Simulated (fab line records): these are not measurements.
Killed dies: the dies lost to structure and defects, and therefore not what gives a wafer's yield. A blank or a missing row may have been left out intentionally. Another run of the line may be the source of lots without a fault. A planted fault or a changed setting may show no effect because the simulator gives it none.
Comparing a struck lot with a sound one | flow gf180mcu | 14 steps out of a route of 602
Sound: these wafers, L805.2, L805.3, L805.4. Wafers struck: L811.1, L811.3, L811.6. The cause comes at the end.
At each step with rows: each side's tool, then ch and its chambers, then its first start. Under that, the readings that differ: sound wafers | struck wafers | difference of the means | sigmas: that difference in standard deviations of wafers without a fault.
alike: words and numbers the same on both sides, and readings whose means are apart by under 2 such deviations; not compared: readings that were withheld, readings missing a value for some wafer, numbers with overlapping values and no deviation given by the record, and bounds like >300 which may hide the same value.
A row with sigmas, a row that says differs or no value, or rows on one side alone: a step with any of these is where the two part. Non-overlapping numbers with no deviation appear without sigmas and do not part them. A reading that every wafer of one side lacks parts them only if that side has two wafers or more.

first, 2 steps without rows for these wafers: GF_HV_LDD_PEB_44; GF_HV_LDD_DEVELOP_45 (develop time 60 s).
GF_HV_LDD_CD_MEAS_46: the cd target is 400 nm.
  sound on cdSem-02, day 13 19:02; struck on cdSem-01, day 15 14:04
  alike: cdNm
GF_HV_LDD_OVL_MEAS_47:
  sound on overlay-01, day 13 19:08; struck on overlay-02, day 15 14:11
  alike: HV_LDD_03_OVL
following that, these wafers have no rows for 1 step: GF_HV_LDD_IMPLANT_48.
GF_HV_LDD_STRIP_49: strips in O2/N2.
  sound on plasmaAsher-02 ch 0,1, day 13 19:19; struck on plasmaAsher-01 ch 0,1, day 15 14:22
reading                  | sound             | struck            | difference | sigmas
stripTimeToEndpointS (s) | 12.60 12.58 12.59 | 12.72 12.72 12.66 | +0.11      | +3
  alike: drypumpMotorCurrentA, heaterPowerW, oesProductAu
  not compared: rfHoursCounterH
GF_HV_LDD_TW_MEAS_50:
  sound on filmMetro-02, day 13 19:25; struck on filmMetro-02, day 15 14:28
  alike: HV_LDD_4_TW
then, 1 step without rows for these wafers: GF_HV_LDD_CLEAN_51 (cleans in SC1/SC2, time 150 s).
GF_HV_LDD_RTA_52: time 10 s.
  sound on rtpAnneal-01 ch 0, day 13 19:32; struck on rtpAnneal-01 ch 0, day 15 14:37
  alike: lampPowerPct, wafer_temp_C_max
GF_HV_LDD_RS_MEAS_53: a four-point-probe measurement.
  sound on filmMetro-01, day 13 19:37; struck on filmMetro-02, day 15 14:41
reading            | sound             | struck            | difference | sigmas
HV_LDD_RS (ohm/sq) | 420.4 419.6 421.5 | 418.7 417.9 417.6 | -2.4       | -3
then, 1 step without rows for these wafers: GF_HV_LDD_CVD_54 (deposits SiO2 from TEOS, target thk 10 nm, time 75 s).
GF_HV_LDD_THK_MEAS_55:
  sound on filmMetro-01, day 13 20:44; struck on filmMetro-02, day 15 15:50
  alike: HV_LDD_CVD_54_THK
GF_HV_LDD_CVD_56: deposits Si3N4 from DCS/NH3, target thk 90 nm, time 1543 s.
  sound on lpcvd-02 ch 1, day 13 20:58; struck on lpcvd-02 ch 0, day 15 15:53
  no value came back on the struck wafers for pressureMtorr (mTorr), spikeTcBottomC (C), spikeTcUpperC (C), timeS (s); on the sound wafers pressureMtorr (mTorr) reads 249.6 249.6 249.2
GF_PASSIVATION_PROBE_99:
  rows exist in the record for the sound wafers here (prober-01, day 30 07:17), none for the struck ones

WHERE THEY PART
Last at GF_PASSIVATION_PROBE_99 as far as this record goes, first at GF_HV_LDD_STRIP_49.

WHY: the cause the simulator had injected
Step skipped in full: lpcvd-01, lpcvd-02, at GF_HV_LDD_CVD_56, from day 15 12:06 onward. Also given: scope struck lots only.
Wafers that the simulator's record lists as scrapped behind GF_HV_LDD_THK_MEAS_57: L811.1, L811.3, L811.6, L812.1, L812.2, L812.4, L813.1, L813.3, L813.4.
